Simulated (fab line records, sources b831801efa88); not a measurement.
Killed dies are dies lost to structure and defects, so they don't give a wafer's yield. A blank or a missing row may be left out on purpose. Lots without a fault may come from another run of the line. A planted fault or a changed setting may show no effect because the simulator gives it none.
Which tool did it? | flow sky130 | 6 lots, 18 wafers sampled, at 2 steps of a route of 708

WHAT THE GAUGES READ, wafer by wafer
SKY_RES_PROTECT_TW_MEAS_08.
lot  | measured     | on            | POLY_GATE_TW
L470 | day 16 12:40 | film_metro-03 | 4039 4032 4037
L472 | day 16 22:00 | film_metro-03 | 4058 4023 4037
L476 | day 18 06:29 | film_metro-03 | 3988 3987 4017
L480 | day 19 09:37 | film_metro-04 | 4095 4119 4109
L482 | day 20 15:54 | film_metro-03 | 4060 4066 4067
L484 | day 21 07:03 | film_metro-04 | 4075 4086 4075

WHICH TOOL RAN EACH LOT (tool, then ch and the chambers of the sampled wafers, then the start)
lot  | SKY_RES_PROTECT_EXPOSE_04
L470 | iline_stepper-01 ch 0, day 15 22:28
L472 | iline_stepper-02 ch 0, day 16 07:26
L476 | iline_stepper-02 ch 0, day 17 15:47
L480 | iline_stepper-02 ch 0, day 18 18:41
L482 | iline_stepper-02 ch 0, day 20 00:24
L484 | iline_stepper-02 ch 0, day 20 15:10
- SKY_RES_PROTECT_EXPOSE_04: exposes mask RPM, target cd 1270 nm.

THE ANSWER, worked out from the rows above alone
Rule: what is usual is taken from the lots themselves. Put in order of their means at a reading, lots are off if they are a third of the lots or fewer, leave a main group of 4 or more, and stand apart from it by a gap of 3 or more times the standard deviation of the main group's means; of several such gaps the widest counts. A main group whose means are all the same, to the digits that the tables above print for the reading, isn't used. A lot without any number at a reading at which 4 lots or more have one is off too. The other lots that the step has rows for count as sound.
No lot is off at any reading shown: from this, nothing can be told.

WHAT THE SIMULATOR HAD PUT IN
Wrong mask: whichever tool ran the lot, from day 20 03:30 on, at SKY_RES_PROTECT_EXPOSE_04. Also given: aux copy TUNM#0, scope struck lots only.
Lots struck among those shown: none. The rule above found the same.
